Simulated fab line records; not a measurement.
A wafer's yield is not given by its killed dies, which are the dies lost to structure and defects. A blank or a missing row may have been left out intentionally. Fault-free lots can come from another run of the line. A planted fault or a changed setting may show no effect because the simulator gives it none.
Which tool is to blame? / flow gf180mcu / 24 lots, 72 wafers sampled, at 6 steps of a route of 602

== WHAT THE GAUGES SHOWED, per wafer ==
GF_HV_LDD_CD_MEAS_07: the cd target is 400 nm.
lot=L074; measured=day 10 04:54; on=cdSem-02; cdNm (nm)=397.7 397.3 399.9
lot=L075; measured=day 10 08:10; on=cdSem-02; cdNm (nm)=399.8 401.6 399.0
lot=L076; measured=day 10 18:07; on=cdSem-01; cdNm (nm)=396.7 397.8 397.6
lot=L077; measured=day 10 21:37; on=cdSem-01; cdNm (nm)=395.8 397.8 394.1
lot=L078; measured=day 11 05:19; on=cdSem-01; cdNm (nm)=397.0 397.4 397.1
lot=L079; measured=day 11 13:07; on=cdSem-02; cdNm (nm)=401.7 396.8 399.9
lot=L080; measured=day 11 18:55; on=cdSem-02; cdNm (nm)=400.7 401.9 400.9
lot=L081; measured=day 12 05:26; on=cdSem-02; cdNm (nm)=395.8 395.6 394.4
lot=L082; measured=day 12 15:24; on=cdSem-01; cdNm (nm)=403.5 404.9 403.6
lot=L083; measured=day 12 21:38; on=cdSem-01; cdNm (nm)=402.7 400.8 402.7
lot=L084; measured=day 13 00:01; on=cdSem-02; cdNm (nm)=397.2 398.8 398.6
lot=L085; measured=day 13 09:48; on=cdSem-02; cdNm (nm)=397.3 402.2 402.3
lot=L086; measured=day 13 19:33; on=cdSem-02; cdNm (nm)=404.8 404.4 401.7
lot=L087; measured=day 13 21:21; on=cdSem-02; cdNm (nm)=401.5 404.8 403.2
lot=L088; measured=day 14 11:18; on=cdSem-01; cdNm (nm)=398.7 401.8 402.4
lot=L089; measured=day 14 16:41; on=cdSem-01; cdNm (nm)=399.0 399.5 401.3
lot=L090; measured=day 15 05:43; on=cdSem-01; cdNm (nm)=397.6 397.8 396.9
lot=L091; measured=day 15 05:47; on=cdSem-02; cdNm (nm)=402.8 403.4 403.6
lot=L092; measured=day 15 13:08; on=cdSem-02; cdNm (nm)=402.9 404.0 403.1
lot=L093; measured=day 15 18:53; on=cdSem-01; cdNm (nm)=399.8 399.8 399.7
lot=L094; measured=day 16 05:12; on=cdSem-02; cdNm (nm)=404.6 402.9 404.9
lot=L095; measured=day 16 11:12; on=cdSem-02; cdNm (nm)=394.7 398.3 397.7
lot=L096; measured=day 16 19:01; on=cdSem-02; cdNm (nm)=405.1 403.1 405.2
lot=L097; measured=day 17 00:43; on=cdSem-02; cdNm (nm)=403.5 403.6 403.2

GF_CONTACT_OVL_MEAS_15.
lot=L074; measured=day 16 08:14; on=overlay-01; CONTACT_OVL (nm)=7 6 -7
lot=L075; measured=day 16 11:46; on=overlay-01; CONTACT_OVL (nm)=9 4 9
lot=L076; measured=day 16 23:56; on=overlay-01; CONTACT_OVL (nm)=6 5 7
lot=L077; measured=day 17 04:20; on=overlay-01; CONTACT_OVL (nm)=-1 3 0
lot=L078; measured=day 17 12:59; on=overlay-02; CONTACT_OVL (nm)=-5 -6 -4
lot=L079; measured=day 17 22:34; on=overlay-02; CONTACT_OVL (nm)=0 3 -2
lot=L080; measured=day 18 07:02; on=overlay-02; CONTACT_OVL (nm)=-13 -6 -3
lot=L081; measured=day 18 21:17; on=overlay-02; CONTACT_OVL (nm)=-6 2 -4
lot=L082; measured=day 19 08:41; on=overlay-01; CONTACT_OVL (nm)=-4 -5 -10
lot=L083; measured=day 19 15:11; on=overlay-01; CONTACT_OVL (nm)=-7 -8 -9
lot=L084; measured=day 19 20:44; on=overlay-02; CONTACT_OVL (nm)=-10 -5 -8
lot=L085; measured=day 20 07:34; on=overlay-02; CONTACT_OVL (nm)=-4 -3 1
lot=L086; measured=day 20 17:28; on=overlay-02; CONTACT_OVL (nm)=-3 -5 3
lot=L087; measured=day 20 20:46; on=overlay-02; CONTACT_OVL (nm)=2 -2 -6
lot=L088; measured=day 21 12:11; on=overlay-01; CONTACT_OVL (nm)=-2 -1 -1
lot=L089; measured=day 21 18:56; on=overlay-02; CONTACT_OVL (nm)=2 4 -4
lot=L090; measured=day 22 06:14; on=overlay-02; CONTACT_OVL (nm)=5 5 0
lot=L091; measured=day 22 08:41; on=overlay-02; CONTACT_OVL (nm)=2 -3 -5
lot=L092; measured=day 22 17:35; on=overlay-01; CONTACT_OVL (nm)=0 1 -4
lot=L093; measured=day 22 22:04; on=overlay-01; CONTACT_OVL (nm)=3 -1 13
lot=L094; measured=day 23 08:55; on=overlay-01; CONTACT_OVL (nm)=2 1 1
lot=L095; measured=day 23 14:49; on=overlay-01; CONTACT_OVL (nm)=-12 -10 -6
lot=L096; measured=day 23 23:32; on=overlay-02; CONTACT_OVL (nm)=-4 -1 -6
lot=L097; measured=day 24 04:55; on=overlay-02; CONTACT_OVL (nm)=2 3 1

GF_M3_OVL_MEAS_15.
lot=L074; measured=day 21 14:29; on=overlay-01; M3_OVL (nm)=4 1 -1
lot=L075; measured=day 21 17:40; on=overlay-01; M3_OVL (nm)=1 3 -3
lot=L076; measured=day 22 06:14; on=overlay-01; M3_OVL (nm)=-22 -9 -11
lot=L077; measured=day 22 11:38; on=overlay-01; M3_OVL (nm)=-11 -8 -5
lot=L078; measured=day 22 18:36; on=overlay-01; M3_OVL (nm)=0 -3 0
lot=L079; measured=day 23 05:25; on=overlay-01; M3_OVL (nm)=3 1 2
lot=L080; measured=day 23 15:06; on=overlay-01; M3_OVL (nm)=14 0 11
lot=L081; measured=day 24 02:18; on=overlay-01; M3_OVL (nm)=3 3 5
lot=L082; measured=day 24 15:22; on=overlay-02; M3_OVL (nm)=0 -4 0
lot=L083; measured=day 24 17:33; on=overlay-01; M3_OVL (nm)=-5 -2 -2
lot=L084; measured=day 25 01:02; on=overlay-02; M3_OVL (nm)=-6 -6 -6
lot=L085; measured=day 25 10:55; on=overlay-02; M3_OVL (nm)=7 4 0
lot=L086; measured=day 25 19:25; on=overlay-01; M3_OVL (nm)=-5 12 0
lot=L087; measured=day 25 22:37; on=overlay-01; M3_OVL (nm)=-1 -3 3
lot=L088; measured=day 26 11:04; on=overlay-01; M3_OVL (nm)=-7 -8 -7
lot=L089; measured=day 26 16:47; on=overlay-02; M3_OVL (nm)=-5 -3 -8
lot=L090; measured=day 27 02:35; on=overlay-01; M3_OVL (nm)=-8 3 -7
lot=L091; measured=day 27 05:38; on=overlay-02; M3_OVL (nm)=1 0 -5
lot=L092; measured=day 27 12:02; on=overlay-02; M3_OVL (nm)=-5 -8 -5
lot=L093; measured=day 27 16:20; on=overlay-01; M3_OVL (nm)=9 0 -2
lot=L094; measured=day 28 00:58; on=overlay-02; M3_OVL (nm)=13 7 4
lot=L095; measured=day 28 07:04; on=overlay-02; M3_OVL (nm)=-1 4 -4
lot=L096; measured=day 28 16:02; on=overlay-01; M3_OVL (nm)=-11 -10 -1
lot=L097; measured=day 28 19:35; on=overlay-01; M3_OVL (nm)=-1 -3 -3

== WHAT TOOL EACH LOT RAN ON (gives the tool, then ch and the chambers of the sampled wafers, and finally the start) ==
lot=L074; GF_HV_LDD_STRIP_49=plasmaAsher-01 ch 0,1, day 12 13:50; GF_M2_SPUTTER_03=pvdSputter-01, day 18 10:49; GF_M3_SPUTTER_03=pvdSputter-02, day 20 14:34
lot=L075; GF_HV_LDD_STRIP_49=plasmaAsher-02 ch 0,1, day 12 17:37; GF_M2_SPUTTER_03=pvdSputter-02, day 18 14:36; GF_M3_SPUTTER_03=pvdSputter-03, day 20 18:04
lot=L076; GF_HV_LDD_STRIP_49=plasmaAsher-02 ch 0,1, day 13 04:40; GF_M2_SPUTTER_03=pvdSputter-04, day 19 03:25; GF_M3_SPUTTER_03=pvdSputter-02, day 21 06:52
lot=L077; GF_HV_LDD_STRIP_49=plasmaAsher-03 ch 0,1, day 13 08:46; GF_M2_SPUTTER_03=pvdSputter-01, day 19 08:22; GF_M3_SPUTTER_03=pvdSputter-01, day 21 12:25
lot=L078; GF_HV_LDD_STRIP_49=plasmaAsher-01 ch 0,1, day 13 16:37; GF_M2_SPUTTER_03=pvdSputter-02, day 19 16:50; GF_M3_SPUTTER_03=pvdSputter-03, day 21 19:34
lot=L079; GF_HV_LDD_STRIP_49=plasmaAsher-02 ch 1, day 14 01:16; GF_M2_SPUTTER_03=pvdSputter-01, day 20 03:05; GF_M3_SPUTTER_03=pvdSputter-02, day 22 06:05
lot=L080; GF_HV_LDD_STRIP_49=plasmaAsher-02 ch 0,1, day 14 08:10; GF_M2_SPUTTER_03=pvdSputter-02, day 20 12:40; GF_M3_SPUTTER_03=pvdSputter-02, day 22 15:55
lot=L081; GF_HV_LDD_STRIP_49=plasmaAsher-01 ch 0,1, day 14 19:59; GF_M2_SPUTTER_03=pvdSputter-01, day 21 02:26; GF_M3_SPUTTER_03=pvdSputter-02, day 23 04:28
lot=L082; GF_HV_LDD_STRIP_49=plasmaAsher-01 ch 1, day 15 06:58; GF_M2_SPUTTER_03=pvdSputter-04, day 21 13:55; GF_M3_SPUTTER_03=pvdSputter-01, day 23 16:21
lot=L083; GF_HV_LDD_STRIP_49=plasmaAsher-03 ch 0,1, day 15 13:07; GF_M2_SPUTTER_03=pvdSputter-02, day 21 19:12; GF_M3_SPUTTER_03=pvdSputter-02, day 23 19:20
lot=L084; GF_HV_LDD_STRIP_49=plasmaAsher-03 ch 0,1, day 15 16:14; GF_M2_SPUTTER_03=pvdSputter-01, day 22 01:19; GF_M3_SPUTTER_03=pvdSputter-02, day 24 02:44
lot=L085; GF_HV_LDD_STRIP_49=plasmaAsher-02 ch 0,1, day 16 03:31; GF_M2_SPUTTER_03=pvdSputter-04, day 22 12:36; GF_M3_SPUTTER_03=pvdSputter-02, day 24 13:38
lot=L086; GF_HV_LDD_STRIP_49=plasmaAsher-02 ch 0,1, day 16 12:49; GF_M2_SPUTTER_03=pvdSputter-01, day 22 21:26; GF_M3_SPUTTER_03=pvdSputter-02, day 24 22:22
lot=L087; GF_HV_LDD_STRIP_49=plasmaAsher-01 ch 0,1, day 16 14:28; GF_M2_SPUTTER_03=pvdSputter-01, day 23 01:47; GF_M3_SPUTTER_03=pvdSputter-03, day 25 01:47
lot=L088; GF_HV_LDD_STRIP_49=plasmaAsher-01 ch 0,1, day 17 05:50; GF_M2_SPUTTER_03=pvdSputter-01, day 23 15:06; GF_M3_SPUTTER_03=pvdSputter-02, day 25 13:50
lot=L089; GF_HV_LDD_STRIP_49=plasmaAsher-01 ch 0,1, day 17 13:05; GF_M2_SPUTTER_03=pvdSputter-02, day 23 22:03; GF_M3_SPUTTER_03=pvdSputter-02, day 25 19:58
lot=L090; GF_HV_LDD_STRIP_49=plasmaAsher-01 ch 1, day 18 01:49; GF_M2_SPUTTER_03=pvdSputter-01, day 24 07:42; GF_M3_SPUTTER_03=pvdSputter-01, day 26 06:07
lot=L091; GF_HV_LDD_STRIP_49=plasmaAsher-01 ch 0,1, day 18 02:32; GF_M2_SPUTTER_03=pvdSputter-01, day 24 11:46; GF_M3_SPUTTER_03=pvdSputter-03, day 26 08:58
lot=L092; GF_HV_LDD_STRIP_49=plasmaAsher-02 ch 0,1, day 18 10:08; GF_M2_SPUTTER_03=pvdSputter-01, day 24 18:08; GF_M3_SPUTTER_03=pvdSputter-01, day 26 16:28
lot=L093; GF_HV_LDD_STRIP_49=plasmaAsher-01 ch 0,1, day 18 16:28; GF_M2_SPUTTER_03=pvdSputter-01, day 24 23:10; GF_M3_SPUTTER_03=pvdSputter-02, day 26 20:12
lot=L094; GF_HV_LDD_STRIP_49=plasmaAsher-01 ch 0,1, day 19 04:16; GF_M2_SPUTTER_03=pvdSputter-02, day 25 08:49; GF_M3_SPUTTER_03=pvdSputter-02, day 27 05:19
lot=L095; GF_HV_LDD_STRIP_49=plasmaAsher-01 ch 0, day 19 10:07; GF_M2_SPUTTER_03=pvdSputter-01, day 25 14:17; GF_M3_SPUTTER_03=pvdSputter-01, day 27 11:53
lot=L096; GF_HV_LDD_STRIP_49=plasmaAsher-01 ch 0,1, day 19 19:52; GF_M2_SPUTTER_03=pvdSputter-01, day 25 23:59; GF_M3_SPUTTER_03=pvdSputter-02, day 27 20:46
lot=L097; GF_HV_LDD_STRIP_49=plasmaAsher-02 ch 0,1, day 20 00:52; GF_M2_SPUTTER_03=pvdSputter-01, day 26 04:43; GF_M3_SPUTTER_03=pvdSputter-01, day 28 00:01
- GF_HV_LDD_STRIP_49: strips in O2/N2.
- GF_M2_SPUTTER_03: material Ti, target thk 10 nm, time 6.7 s.
- GF_M3_SPUTTER_03: material Ti, target thk 10 nm, time 6.7 s.

== WHAT THE TOOLS THEMSELVES READ (means of the sampled wafers that have a number; where no wafer has one, the mark that the record gives instead) ==
GF_HV_LDD_STRIP_49.
lot=L074; tool=plasmaAsher-01; drypumpMotorCurrentA (A)=5.2; heaterPowerW (W)=354; oesProductAu (a.u.)=0.712; stripTimeToEndpointS (s)=12.63
lot=L075; tool=plasmaAsher-02; drypumpMotorCurrentA (A)=5.9; heaterPowerW (W)=363; oesProductAu (a.u.)=0.719; stripTimeToEndpointS (s)=12.54
lot=L076; tool=plasmaAsher-02; drypumpMotorCurrentA (A)=5.6; heaterPowerW (W)=359; oesProductAu (a.u.)=0.710; stripTimeToEndpointS (s)=12.66
lot=L077; tool=plasmaAsher-03; drypumpMotorCurrentA (A)=5.5; heaterPowerW (W)=379; oesProductAu (a.u.)=0.717; stripTimeToEndpointS (s)=12.62
lot=L078; tool=plasmaAsher-01; drypumpMotorCurrentA (A)=5.3; heaterPowerW (W)=344; oesProductAu (a.u.)=0.718; stripTimeToEndpointS (s)=12.60
lot=L079; tool=plasmaAsher-02; drypumpMotorCurrentA (A)=5.3; heaterPowerW (W)=358; oesProductAu (a.u.)=0.717; stripTimeToEndpointS (s)=12.64
lot=L080; tool=plasmaAsher-02; drypumpMotorCurrentA (A)=5.9; heaterPowerW (W)=359; oesProductAu (a.u.)=0.717; stripTimeToEndpointS (s)=12.61
lot=L081; tool=plasmaAsher-01; drypumpMotorCurrentA (A)=5.3; heaterPowerW (W)=356; oesProductAu (a.u.)=0.715; stripTimeToEndpointS (s)=12.62
lot=L082; tool=plasmaAsher-01; drypumpMotorCurrentA (A)=5.2; heaterPowerW (W)=358; oesProductAu (a.u.)=0.715; stripTimeToEndpointS (s)=12.59
lot=L083; tool=plasmaAsher-03; drypumpMotorCurrentA (A)=5.5; heaterPowerW (W)=378; oesProductAu (a.u.)=0.719; stripTimeToEndpointS (s)=12.66
lot=L084; tool=plasmaAsher-03; drypumpMotorCurrentA (A)=5.6; heaterPowerW (W)=335; oesProductAu (a.u.)=0.716; stripTimeToEndpointS (s)=12.62
lot=L085; tool=plasmaAsher-02; drypumpMotorCurrentA (A)=5.9; heaterPowerW (W)=358; oesProductAu (a.u.)=0.719; stripTimeToEndpointS (s)=12.62
lot=L086; tool=plasmaAsher-02; drypumpMotorCurrentA (A)=5.6; heaterPowerW (W)=359; oesProductAu (a.u.)=0.716; stripTimeToEndpointS (s)=12.62
lot=L087; tool=plasmaAsher-01; drypumpMotorCurrentA (A)=5.3; heaterPowerW (W)=345; oesProductAu (a.u.)=0.715; stripTimeToEndpointS (s)=12.64
lot=L088; tool=plasmaAsher-01; drypumpMotorCurrentA (A)=5.2; heaterPowerW (W)=354; oesProductAu (a.u.)=0.716; stripTimeToEndpointS (s)=12.69
lot=L089; tool=plasmaAsher-01; drypumpMotorCurrentA (A)=5.2; heaterPowerW (W)=345; oesProductAu (a.u.)=0.710; stripTimeToEndpointS (s)=12.67
lot=L090; tool=plasmaAsher-01; drypumpMotorCurrentA (A)=5.2; heaterPowerW (W)=362; oesProductAu (a.u.)=0.715; stripTimeToEndpointS (s)=12.69
lot=L091; tool=plasmaAsher-01; drypumpMotorCurrentA (A)=5.3; heaterPowerW (W)=344; oesProductAu (a.u.)=0.718; stripTimeToEndpointS (s)=12.61
lot=L092; tool=plasmaAsher-02; drypumpMotorCurrentA (A)=5.6; heaterPowerW (W)=370; oesProductAu (a.u.)=0.712; stripTimeToEndpointS (s)=12.64
lot=L093; tool=plasmaAsher-01; drypumpMotorCurrentA (A)=5.2; heaterPowerW (W)=349; oesProductAu (a.u.)=0.719; stripTimeToEndpointS (s)=12.62
lot=L094; tool=plasmaAsher-01; drypumpMotorCurrentA (A)=5.3; heaterPowerW (W)=357; oesProductAu (a.u.)=0.717; stripTimeToEndpointS (s)=12.60
lot=L095; tool=plasmaAsher-01; drypumpMotorCurrentA (A)=5.4; heaterPowerW (W)=332; oesProductAu (a.u.)=0.721; stripTimeToEndpointS (s)=12.72
lot=L096; tool=plasmaAsher-01; drypumpMotorCurrentA (A)=5.3; heaterPowerW (W)=344; oesProductAu (a.u.)=0.719; stripTimeToEndpointS (s)=12.59
lot=L097; tool=plasmaAsher-02; drypumpMotorCurrentA (A)=5.6; heaterPowerW (W)=359; oesProductAu (a.u.)=0.720; stripTimeToEndpointS (s)=12.58

GF_M2_SPUTTER_03.
lot=L074; tool=pvdSputter-01; throttleValvePct (%)=31.0
lot=L075; tool=pvdSputter-02; throttleValvePct (%)=30.1
lot=L076; tool=pvdSputter-04; throttleValvePct (%)=28.7
lot=L077; tool=pvdSputter-01; throttleValvePct (%)=30.1
lot=L078; tool=pvdSputter-02; throttleValvePct (%)=30.1
lot=L079; tool=pvdSputter-01; throttleValvePct (%)=29.9
lot=L080; tool=pvdSputter-02; throttleValvePct (%)=29.7
lot=L081; tool=pvdSputter-01; throttleValvePct (%)=31.2
lot=L082; tool=pvdSputter-04; throttleValvePct (%)=29.1
lot=L083; tool=pvdSputter-02; throttleValvePct (%)=29.3
lot=L084; tool=pvdSputter-01; throttleValvePct (%)=30.8
lot=L085; tool=pvdSputter-04; throttleValvePct (%)=29.1
lot=L086; tool=pvdSputter-01; throttleValvePct (%)=30.6
lot=L087; tool=pvdSputter-01; throttleValvePct (%)=30.8
lot=L088; tool=pvdSputter-01; throttleValvePct (%)=30.8
lot=L089; tool=pvdSputter-02; throttleValvePct (%)=29.7
lot=L090; tool=pvdSputter-01; throttleValvePct (%)=30.1
lot=L091; tool=pvdSputter-01; throttleValvePct (%)=30.9
lot=L092; tool=pvdSputter-01; throttleValvePct (%)=30.8
lot=L093; tool=pvdSputter-01; throttleValvePct (%)=30.5
lot=L094; tool=pvdSputter-02; throttleValvePct (%)=29.8
lot=L095; tool=pvdSputter-01; throttleValvePct (%)=29.8
lot=L096; tool=pvdSputter-01; throttleValvePct (%)=31.2
lot=L097; tool=pvdSputter-01; throttleValvePct (%)=31.1

GF_M3_SPUTTER_03.
lot=L074; tool=pvdSputter-02; throttleValvePct (%)=29.6
lot=L075; tool=pvdSputter-03; throttleValvePct (%)=29.0
lot=L076; tool=pvdSputter-02; throttleValvePct (%)=30.2
lot=L077; tool=pvdSputter-01; throttleValvePct (%)=31.4
lot=L078; tool=pvdSputter-03; throttleValvePct (%)=29.6
lot=L079; tool=pvdSputter-02; throttleValvePct (%)=30.2
lot=L080; tool=pvdSputter-02; throttleValvePct (%)=29.8
lot=L081; tool=pvdSputter-02; throttleValvePct (%)=29.4
lot=L082; tool=pvdSputter-01; throttleValvePct (%)=30.6
lot=L083; tool=pvdSputter-02; throttleValvePct (%)=30.3
lot=L084; tool=pvdSputter-02; throttleValvePct (%)=30.3
lot=L085; tool=pvdSputter-02; throttleValvePct (%)=29.4
lot=L086; tool=pvdSputter-02; throttleValvePct (%)=30.1
lot=L087; tool=pvdSputter-03; throttleValvePct (%)=30.1
lot=L088; tool=pvdSputter-02; throttleValvePct (%)=30.0
lot=L089; tool=pvdSputter-02; throttleValvePct (%)=30.4
lot=L090; tool=pvdSputter-01; throttleValvePct (%)=29.8
lot=L091; tool=pvdSputter-03; throttleValvePct (%)=29.5
lot=L092; tool=pvdSputter-01; throttleValvePct (%)=31.1
lot=L093; tool=pvdSputter-02; throttleValvePct (%)=30.3
lot=L094; tool=pvdSputter-02; throttleValvePct (%)=30.1
lot=L095; tool=pvdSputter-01; throttleValvePct (%)=31.4
lot=L096; tool=pvdSputter-02; throttleValvePct (%)=30.5
lot=L097; tool=pvdSputter-01; throttleValvePct (%)=30.4

== THE ANSWER, worked out from the rows above alone ==
Rule: the lots themselves supply what counts as usual. The widest of any qualifying gaps counts: lots, ordered by their means at a reading, are off when they make up no more than a third of the lots, leave a main group of 4 or more, and stand apart from it by 3 or more times the standard deviation of that group's means. A main group is skipped when, at the precision printed for the reading in the tables above, its means are all equal. A lot without any number at a reading at which 4 lots or more have one is off too. All remaining lots with rows at the step are treated as sound. After the gauges, taken in route order, come the tools' own readings; for these a lot's mean is taken, as printed above. At the first step where some lot is off, the reading lying furthest off is the one used; lots without a number count as furthest.
None of the lots is off at any reading shown; this tells nothing.

== WHAT THE SIMULATOR HAD PUT IN ==
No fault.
